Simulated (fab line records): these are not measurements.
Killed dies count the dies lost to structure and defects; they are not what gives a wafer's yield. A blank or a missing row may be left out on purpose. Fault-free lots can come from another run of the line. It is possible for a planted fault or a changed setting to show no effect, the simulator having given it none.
Chamber matching + flow gf180mcu + GF_PASSIVATION_CVD_00 on pecvd-04 has 3 sister chambers
The step deposits SiO2 from TEOS, target thk 1000 nm, time 111.95 s. 3 wafers are shown with their chamber, then 8 later ones without.

WAFERS PAIRED WITH THEIR CHAMBERS
| wafer  | chamber | heaterPowerW (W) |
|--------|---------|------------------|
| L455.3 | 2       | 768              |
| L455.6 | 1       | 726              |
| L467.1 | 0       | 649              |

WAFERS WITHOUT THEIR CHAMBER
| wafer  | heaterPowerW (W) |
|--------|------------------|
| L467.5 | 697              |
| L467.6 | 854              |
| L469.1 | 709              |
| L469.2 | 900              |
| L469.3 | 577              |
| L471.1 | 840              |
| L471.3 | 760              |
| L471.5 | 917              |

WHICH CHAMBER EACH WENT THROUGH
| wafer  | from the rows above          | in truth |
|--------|------------------------------|----------|
| L467.5 | can't be placed: 1 or 0 or 2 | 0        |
| L467.6 | can't be placed: 2 or 1 or 0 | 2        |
| L469.1 | can't be placed: 1 or 2 or 0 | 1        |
| L469.2 | can't be placed: 2 or 1 or 0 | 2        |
| L469.3 | can't be placed: 0 or 1 or 2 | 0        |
| L471.1 | can't be placed: 2 or 1 or 0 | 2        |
| L471.3 | can't be placed: 2 or 1 or 0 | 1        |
| L471.5 | can't be placed: 2 or 1 or 0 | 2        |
Correct placement for 0 of the 8. Cannot be placed on the basis of these rows: 8; the candidates contain the true chamber in 8. Wrongly placed: 0.
How it was worked out, from the rows above alone: a wafer's distance from a chamber is the root of the sum, over the readings, of the square of ((its reading less the chamber's mean) divided by the reading's scatter). If the next closest chamber is less than 2 further off than the closest, the wafer can't be placed; otherwise it belongs to the closest. For every chamber, the mean is computed from those of its wafers that are shown. The scatter: root of mean squared gap, hidden wafer to nearest shown wafer, with one shown wafer a chamber.
